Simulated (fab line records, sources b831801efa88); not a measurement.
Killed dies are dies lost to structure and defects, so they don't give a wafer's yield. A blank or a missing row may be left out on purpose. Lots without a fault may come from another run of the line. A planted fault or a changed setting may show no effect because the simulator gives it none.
fab line records | flow sky130
record lots=5 wafers=15 last_day=49
route steps=708 shown VIA3@576 PAD_OPEN@708
lots that met no fault: from a run of the same line without faults
start_h: hours from the record's first day to the start of the lot's first wafer shown | wait_h: hours since the lot's step before | " the same as in the row above | L1.1+2: a row that stands for several wafers | - no value, or no start given | * or withheld: withheld | < > ~ a bound
route shown NAME@n: a module of which the file shows steps, and the number in the route of the first | usual: mean/standard deviation of fault-free wafers | same: alike in all rows | chamber/n: place in a boat | sites: the reading at each site | _std_site: their standard deviation | _edge_site: outer sites' mean less inner sites' | radius_mm: how far each site lies from the wafer's centre | mask NAME#n: copy n | behind: the tool/chamber that last shaped the wafer | hold: why the lot was held/for how many hours/how that ended | device: the transistor (n, p or np) that didn't switch | end of line: the same wafers' tests at the end of the route | a step without rows: its recipe alone | killed: dies lost to structure and defects at the first sort, not the wafer's yield | map: a wafer's dies, x killed, . not, _ none there
set.NAME: the setting as run; set.NAME@STEP: as run at that earlier step | model.NAME: the simulator's own value behind a step, which no gauge read
lots at some steps of the route; a table a step, a row a wafer
services: from which hour (start_h, from the record's first day; less than 0 if before it) a tool's chamber was out of use, for how many hours, and why
## steps
# step SKY_VIA3_BOW_MEAS_03
# recipe mode=bow
# usual VIA3_BOW=80/7.3
# columns lot.wafer tool chamber start_h wait_h VIA3_BOW[um]
L615.1 film_metro-04 - 922.31 0.1 86
L615.2 " - " " 86
L615.5 " - " " 77
L618.2 film_metro-04 - 941.32 0.1 75
L618.3 " - " " 73
L618.6 " - " " 76
L623.3 film_metro-02 - 978.48 0.3 74
L623.4 " - " " 92
L623.5 " - " " 67
L630.2 film_metro-02 - 1024.16 0.1 73
L630.3 " - " " 71
L630.4 " - " " 94
L631.1 film_metro-02 - 1027.74 0.1 80
L631.2 " - " " 72
L631.4 " - " " 81
# step SKY_VIA3_DEHYDRATE_04
# recipe temp_c=200 time_s=60
# step SKY_VIA3_HMDS_05
# recipe prime_time_s=60 prime_temp_c=120
# step SKY_VIA3_COAT_06
# recipe resist=BARC temp_c=withheld time_s=withheld spin_rpm=3000 resist_thk_nm=60
# step SKY_VIA3_COAT_07
# recipe resist=KrF-thick spin_rpm=3000 resist_thk_nm=450
# step SKY_VIA3_SOFTBAKE_08
# recipe temp_c=100 time_s=90 resist=KrF-thick
# step SKY_VIA3_EXPOSE_09
# recipe mask_id=VIM3 na=0.8 source_shape=annular sigma_inner=0.55 sigma_outer=0.85 target_cd_nm=200 dose_mj=38
# step SKY_VIA3_PEB_10
# recipe peb_temp_c=withheld peb_time_s=withheld resist=KrF-thick
# step SKY_VIA3_DEVELOP_11
# recipe develop_time_s=60 resist=KrF-thick dev_temp_c=21
# step SKY_VIA3_CD_MEAS_12
# recipe target_cd_nm=200
# usual cd_nm=199.7/1.4
# columns lot.wafer tool chamber start_h wait_h cd_nm
L615.1 cd_sem-01 - 947.16 - 201.5
L615.2 " - " " 202.6
L615.5 " - " " 202.9
L618.2 cd_sem-02 - 965.03 - 200.5
L618.3 " - " " 200.2
L618.6 " - " " 200.6
L623.3 cd_sem-01 - 1001.75 - 199.9
L623.4 " - " " 198.4
L623.5 " - " " 199.9
L630.2 cd_sem-02 - 1046.83 - 199.2
L630.3 " - " " 199.6
L630.4 " - " " 199.1
L631.1 cd_sem-01 - 1049.80 - 201.1
L631.2 " - " " 200.6
L631.4 " - " " 199.5
# step SKY_VIA3_OVL_MEAS_13
# usual VIA3_OVL=-1/4.5
# columns lot.wafer tool chamber start_h wait_h VIA3_OVL[nm]
L615.1 overlay-02 - 947.28 0.1 0
L615.2 " - " " -7
L615.5 " - " " 0
L618.2 overlay-02 - 965.14 0.1 1
L618.3 " - " " 1
L618.6 " - " " 6
L623.3 overlay-02 - 1001.85 0.1 -4
L623.4 " - " " 1
L623.5 " - " " -4
L630.2 overlay-01 - 1046.94 0.1 -2
L630.3 " - " " 2
L630.4 " - " " -3
L631.1 overlay-02 - 1049.92 0.1 2
L631.2 " - " " -1
L631.4 " - " " -9
# step SKY_VIA3_ETCH_14
# recipe chemistry=N2/H2 target=BARC ion_energy_ev=200 source_w=500 bias_w=100 pressure_mtorr=30 n2_flow_sccm=100 h2_flow_sccm=200 stop_on=SiO2 time_s=45.9 target_depth_a=600
# usual drypump_motor_current_A=5.6/0.5 oes_product_au=0.855/0.0048 throttle_valve_pct=13.226/0.0085
# columns lot.wafer tool chamber start_h wait_h drypump_motor_current_A oes_product_au rf_hours_counter_h throttle_valve_pct
L615.1 rie_diel-01 0 947.32 0.0 6.5 0.852 13 13.218
L615.2 " 3 " " 5.8 0.852 6 13.227
L615.5 " 0 " " 6.6 0.860 - 13.218
L618.2 rie_diel-01 0 965.17 0.0 6.5 0.852 13 13.225
L618.3 " 1 " " 5.3 0.848 0 13.215
L618.6 " 0 " " 6.5 0.853 - 13.226
L623.3 rie_diel-01 2 1001.87 0.0 5.7 0.854 10 13.220
L623.4 " 0 " " 6.6 0.854 15 13.219
L623.5 " 2 " " 5.7 0.861 - 13.227
L630.2 rie_diel-03 3 1046.97 0.0 5.8 0.855 27 13.227
L630.3 " 2 " " 6.0 0.863 1 13.223
L630.4 " 1 " " 4.7 0.859 10 13.219
L631.1 rie_diel-03 1 1049.96 0.0 4.7 0.855 10 13.218
L631.2 " 0 " " 5.1 0.851 13 13.216
L631.4 " 3 " " 5.9 0.859 - 13.227
# step SKY_VIA3_ETCH_15
# recipe target=SiO2 chemistry=C4F8/O2/Ar target_depth_nm=507 stop_on=TiN mask_material=KrF-thick source_w=1500 bias_w=1200 pressure_mtorr=40 c4f8_flow_sccm=withheld O2_flow_sccm=6 Ar_flow_sccm=300 time_s=78
# usual oes_product_au=0.947/0.0045
# columns lot.wafer tool chamber start_h wait_h oes_product_au rf_hours_counter_h model.VIA3.feature_depth_nm model.etch.depth_nm model.KrF-thick_of_VIA3_COAT_07.thk_nm
L615.1 rie_diel-01 0 947.36 0.0 0.948 13 465.4 465.4 288.7
L615.2 " 3 " " 0.947 6 465.3 465.3 289.8
L615.5 " 0 " " 0.945 - 464.4 464.4 288.7
L618.2 rie_diel-01 0 965.21 0.0 0.948 13 467 467 293.6
L618.3 " 1 " " 0.942 0 466.7 466.7 293.6
L618.6 " 0 " " 0.947 - 467.1 467.1 291.6
L623.3 rie_diel-01 2 1001.91 0.0 0.866 10 398 398 314.5
L623.4 " 0 " " 0.947 15 464.4 464.4 292.5
L623.5 " 2 " " 0.942 - 465.2 465.2 294.6
L630.2 rie_diel-03 3 1047.01 0.0 0.948 27 464.4 464.4 292.7
L630.3 " 2 " " 0.945 1 465.1 465.1 291.7
L630.4 " 1 " " 0.947 10 465.9 465.9 294.7
L631.1 rie_diel-03 1 1050.00 0.0 0.957 10 465 465 290.2
L631.2 " 0 " " 0.938 13 464.9 464.9 288.2
L631.4 " 3 " " 0.939 - 465.2 465.2 288
# step SKY_VIA3_STRIP_16
# recipe chemistry=O2/N2 power_w=1400 pressure_mtorr=1500 platen_temp_c=withheld o2_flow_sccm=3000 n2_flow_sccm=300 overash_fraction=0.5
# usual drypump_motor_current_A=5.4/0.49 oes_product_au=0.402/0.0046 strip_time_to_endpoint_s=4.134/0.022
# columns lot.wafer tool chamber start_h wait_h drypump_motor_current_A oes_product_au rf_hours_counter_h strip_time_to_endpoint_s
L615.1 plasma_asher-01 1 947.42 0.0 6.0 0.402 50 4.108
L615.2 " 0 " " 5.2 0.405 50 4.135
L615.5 " 0 " " 5.2 0.404 - 4.096
L618.2 plasma_asher-04 0 965.27 0.0 5.6 0.398 24 4.147
L618.3 " 0 " " 5.6 0.400 - 4.170
L618.6 " 0 " " 5.6 0.405 - 4.132
L623.3 plasma_asher-04 0 1002.00 0.1 5.6 0.418 - 4.383
L623.4 " 1 " " 5.0 0.409 - 4.145
L623.5 " 1 " " 5.0 0.406 - 4.182
L630.2 plasma_asher-04 0 1047.07 0.0 5.6 0.400 32 4.152
L630.3 " 1 " " 5.0 0.401 - 4.132
L630.4 " 0 " " 5.6 0.406 - 4.157
L631.1 plasma_asher-04 0 1050.06 0.0 5.6 0.398 32 4.109
L631.2 " 1 " " 5.0 0.400 32 4.100
L631.4 " 0 " " 5.6 0.402 - 4.101
# step SKY_VIA3_STRIP_17
# recipe chemistry=post_etch_residue_remover time_s=1200 temp_c=72.5
# step SKY_PAD_OPEN_PROBE_99
# usual defect_limited_yield=82.7/2 killed_at_M0_to_M3=42/7.7 killed_at_M4_up=3.1/1.9 killed_at_contacts=24/4.9 killed_at_front_end=15/4.6 killed_at_other=0.3/0.51 killed_dies=85/9.9 killed_on_rim=17/4.1 killed_open=47/7.1 killed_short=38/6.7 sort_bin_3_pad_short=0.9/0.46 sort_bin_5_function=10.1/1.5 sort_bin_6_memory=6.3/1.1 sort_n_pass=407/9.9 sort_yield_pct=82.7/2
# same gross_dies=492 killed_at_back_side=0 sort_bin_4_leakage[%]=0 sort_bin_8_speed[%]=0
# columns lot.wafer tool chamber start_h wait_h hold defect_limited_yield[%] killed_at_M0_to_M3 killed_at_M4_up killed_at_contacts killed_at_front_end killed_at_other killed_dies killed_on_rim killed_open killed_short sort_bin_3_pad_short[%] sort_bin_5_function[%] sort_bin_6_memory[%] sort_n_pass sort_yield_pct[%]
L615.1 prober-01 - 1090.86 0.1 - 83.9 37 6 26 10 0 79 14 35 44 1.2 9.6 5.3 413 83.9
L615.2 prober-01 - 1090.91 0.1 - 82.5 45 5 19 17 0 86 10 48 38 0.2 10.8 6.5 406 82.5
L615.5 prober-01 - 1091.06 0.2 - 82.9 43 4 28 9 0 84 16 48 36 0.8 10.2 6.1 408 82.9
L618.2 prober-02 - 1106.61 0.1 - 81.7 44 4 21 20 1 90 25 51 39 0.4 11.4 6.5 402 81.7
L618.3 prober-02 - 1106.66 0.2 - 83.5 31 4 32 14 0 81 16 51 30 0.2 10.6 5.7 411 83.5
L618.6 prober-02 - 1106.81 0.2 - 80.3 38 3 29 27 0 97 26 65 32 0.6 12.2 6.9 395 80.3
L623.3 prober-01 - 1137.03 0.2 await_dispo/2.9h/release 0 458 1 23 10 0 492 96 39 29 1.4 94.7 3.9 0 0
L623.4 prober-01 - 1137.08 0.2 await_dispo/2.9h/release 82.1 46 1 26 15 0 88 13 47 41 0.8 12.4 4.7 404 82.1
L623.5 prober-01 - 1137.13 0.2 await_dispo/2.9h/release 83.3 45 2 27 8 0 82 11 43 39 1.0 8.5 7.1 410 83.3
L630.2 prober-02 - 1173.58 0.1 - 78.9 49 4 30 21 0 104 17 69 34 0.6 14.0 6.5 388 78.9
L630.3 prober-02 - 1173.63 0.2 - 83.9 31 2 29 16 1 79 14 49 28 0 9.6 6.5 413 83.9
L630.4 prober-02 - 1173.68 0.2 - 78.9 49 5 29 21 0 104 24 51 53 2.4 11.4 7.3 388 78.9
L631.1 prober-01 - 1175.06 0.1 - 82.5 52 2 18 14 0 86 21 51 35 0.8 8.9 7.7 406 82.5
L631.2 prober-01 - 1175.11 0.1 - 80.5 42 4 26 23 1 96 17 51 44 0.6 12.0 6.9 396 80.5
L631.4 prober-01 - 1175.21 0.2 - 86.4 36 3 18 10 0 67 10 39 28 0 8.5 5.1 425 86.4
# killed by level:class
L615.1 CONTACT:geometric_particle:open=12 VIA1:geometric_particle:open=7 METAL4:geometric_particle:short=6 LOCAL_INTERCONNECT:geometric_particle:short=5 CONTACT:geometric_particle:short=5 METAL1:geometric_particle:short=5 METAL2:geometric_particle:short=5 FIELD_ISO:geometric_particle:short=4
L615.2 CONTACT:geometric_particle:open=11 METAL1:geometric_particle:short=9 FIELD_ISO:geometric_particle:open=8 METAL2:geometric_particle:short=8 VIA2:geometric_particle:open=6 VIA3:geometric_particle:open=6 VIA1:geometric_particle:open=5 FIELD_ISO:geometric_particle:short=4
L615.5 VIA1:geometric_particle:open=12 CONTACT:geometric_particle:open=7 CONTACT:geometric_particle:short=7 VIA3:geometric_particle:open=7 LOCAL_INTERCONNECT:geometric_particle:short=6 LI_CONTACT:geometric_particle:open=5 METAL1:geometric_particle:short=5 VIA2:geometric_particle:short=4
L618.2 CONTACT:geometric_particle:open=9 METAL1:geometric_particle:short=9 LI_CONTACT:geometric_particle:open=8 VIA1:geometric_particle:open=7 METAL2:geometric_particle:short=6 FIELD_ISO:geometric_particle:open=5 POLY_GATE:geometric_particle:open=5 VIA2:geometric_particle:open=5
L618.3 LI_CONTACT:geometric_particle:open=10 VIA1:geometric_particle:open=10 LOCAL_INTERCONNECT:geometric_particle:short=8 FIELD_ISO:geometric_particle:open=6 CONTACT:geometric_particle:open=6 CONTACT:geometric_particle:short=5 VIA3:geometric_particle:open=5 METAL1:geometric_particle:short=4
L618.6 VIA1:geometric_particle:open=14 LI_CONTACT:geometric_particle:open=13 CONTACT:geometric_particle:open=9 FIELD_ISO:geometric_particle:open=6 VIA2:geometric_particle:open=6 POLY_GATE:geometric_particle:short=5 POLY_GATE:geometric_particle:open=5 LOCAL_INTERCONNECT:geometric_particle:short=5
L623.3 VIA3:area_etch=424 CONTACT:geometric_particle:open=8 VIA2:geometric_particle:open=8 CONTACT:geometric_particle:short=6 VIA3:geometric_particle:short=6 VIA3:geometric_particle:open=5 LI_CONTACT:geometric_particle:open=4 FIELD_ISO:geometric_particle:open=3
L623.4 VIA1:geometric_particle:open=9 VIA2:geometric_particle:open=9 CONTACT:geometric_particle:short=7 CONTACT:geometric_particle:open=7 POLY_GATE:geometric_particle:open=5 METAL1:geometric_particle:short=5 VIA2:geometric_particle:short=5 VIA3:geometric_particle:open=5
L623.5 VIA1:geometric_particle:open=13 LI_CONTACT:geometric_particle:open=8 CONTACT:geometric_particle:open=8 METAL2:geometric_particle:short=6 LI_CONTACT:geometric_particle:short=5 CONTACT:geometric_particle:short=5 METAL1:geometric_particle:short=5 VIA2:geometric_particle:open=5
L630.2 VIA1:geometric_particle:open=15 CONTACT:geometric_particle:open=15 VIA3:geometric_particle:open=8 LI_CONTACT:geometric_particle:open=7 FIELD_ISO:geometric_particle:open=6 VIA1:geometric_particle:short=6 VIA2:geometric_particle:open=6 POLY_GATE:geometric_particle:short=5
L630.3 CONTACT:geometric_particle:open=10 VIA3:geometric_particle:open=9 VIA1:geometric_particle:open=8 VIA2:geometric_particle:open=6 LOCAL_INTERCONNECT:geometric_particle:short=5 CONTACT:geometric_particle:short=5 FIELD_ISO:geometric_particle:short=4 LI_CONTACT:geometric_particle:open=4
L630.4 CONTACT:geometric_particle:open=10 LI_CONTACT:geometric_particle:open=9 VIA1:geometric_particle:open=9 VIA3:geometric_particle:open=7 VIA3:geometric_particle:short=7 VIA1:geometric_particle:short=6 METAL2:geometric_particle:short=6 METAL4:geometric_particle:short=5
L631.1 VIA1:geometric_particle:open=14 VIA3:geometric_particle:open=7 LI_CONTACT:geometric_particle:open=7 VIA1:geometric_particle:short=6 CONTACT:geometric_particle:open=6 METAL2:geometric_particle:short=6 VIA2:geometric_particle:open=6 FIELD_ISO:geometric_particle:open=5
L631.2 CONTACT:geometric_particle:open=10 METAL2:geometric_particle:short=10 VIA3:geometric_particle:open=10 LI_CONTACT:geometric_particle:open=8 FIELD_ISO:geometric_particle:open=7 FIELD_ISO:geometric_particle:short=7 METAL1:geometric_particle:short=6 POLY_GATE:geometric_particle:open=4
L631.4 CONTACT:geometric_particle:open=11 VIA1:geometric_particle:open=10 VIA3:geometric_particle:open=6 METAL2:geometric_particle:short=5 METAL1:geometric_particle:short=4 FIELD_ISO:geometric_particle:short=3 POLY_GATE:geometric_particle:open=3 METAL4:geometric_particle:short=3
# map L623.3 (x killed, . not)
__________xxxxxxxxxx_________
________xxxxxxxxxxxxxx_______
______xxxxxxxxxxxxxxxxxx_____
_____xxxxxxxxxxxxxxxxxxxx____
____xxxxxxxxxxxxxxxxxxxxxx___
___xxxxxxxxxxxxxxxxxxxxxxxx__
__xxxxxxxxxxxxxxxxxxxxxxxxxx_
_xxxxxxxxxxxxxxxxxxxxxxxxxxxx
_xxxxxxxxxxxxxxxxxxxxxxxxxxxx
_xxxxxxxxxxxxxxxxxxxxxxxxxxxx
_xxxxxxxxxxxxxxxxxxxxxxxxxxxx
_xxxxxxxxxxxxxxxxxxxxxxxxxxxx
_xxxxxxxxxxxxxxxxxxxxxxxxxxxx
_xxxxxxxxxxxxxxxxxxxxxxxxxxxx
_xxxxxxxxxxxxxxxxxxxxxxxxxxxx
__xxxxxxxxxxxxxxxxxxxxxxxxxx_
___xxxxxxxxxxxxxxxxxxxxxxxx__
____xxxxxxxxxxxxxxxxxxxxxx___
_____xxxxxxxxxxxxxxxxxxxx____
______xxxxxxxxxxxxxxxxxx_____
________xxxxxxxxxxxxxx_______
__________xxxxxxxxxx_________
# map L615.2 (x killed, . not)
__________.........._________
________..........x..._______
______.............x...._____
_____x............x......____
____.............x...xx...___
___.........x....x.........__
__...x...........x.x..x...x._
_x.x.x.x...x.x.x.......xx....
_...........x.......x......x.
_.....x..x.........x..x....x.
_....x........x.....x.x....x.
_x...x.x....x..x.xxx....x.x..
_......x...xx..x...........x.
_....x...x.x..........x......
_....x...x..x...........x..x.
__..xx...........x..x......._
___.....x..x.x.x......x.x..__
____....x.x..............x___
_____..x........xx..xx...____
______........x........x_____
________.x.xxx........_______
__________..x..x...._________
## services
# columns tool chamber start_h hours kind
plasma_asher-01 - 940.99 6.4 repair
rie_diel-01 1 945.40 - clean
rie_diel-01 1 945.40 12.2 scheduled_down
rie_diel-01 1 945.40 12.2 vent_cycle
plasma_asher-04 - 950.83 1.7 repair
rie_diel-03 0 969.44 8.1 repair
rie_diel-01 1 986.80 9.4 repair
rie_diel-03 2 994.07 - clean
rie_diel-03 2 994.07 18.9 scheduled_down
rie_diel-03 2 994.07 18.9 vent_cycle
rie_diel-01 1 1005.88 9.0 repair
rie_diel-03 3 1006.93 9.6 repair
rie_diel-03 3 1030.42 2.0 repair
plasma_asher-04 - 1039.85 5.7 repair
plasma_asher-01 - 1042.12 5.5 repair
rie_diel-03 2 1049.75 64.1 repair
## key
first_sign step=SKY_VIA3_ETCH_15 reading=oes_product_au direction=down sigmas=18 usual=0.947 struck=0.866
effect step=SKY_VIA3_STRIP_16 reading=strip_time_to_endpoint_s direction=up sigmas=11 usual=* struck=*
effect step=SKY_PAD_OPEN_PROBE_99 reading=sort_bin_5_function direction=up sigmas=55 usual=10.1 struck=94.7
model_effect step=SKY_VIA3_ETCH_15 value=VIA3.feature_depth_nm without=465.3 struck=398
more_kills_born_at SKY_VIA3_ETCH_15@rie_diel-01=424
met_at SKY_VIA3_ETCH_15
struck_wafers L623.3
later_rows_left_out L623.3
onset_between 965.21 1001.91
fault kind=process_parameter_drift tool=rie_diel-01 chamber=- onset_h=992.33 steps=SKY_VIA3_ETCH_15 channel=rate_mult offset=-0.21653 shape=step end_h=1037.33 scope=struck_wafers_only
# later_rows_left_out: the simulator's readings of these wafers behind a module that went badly wrong aren't trusted and aren't shown, but for the sort
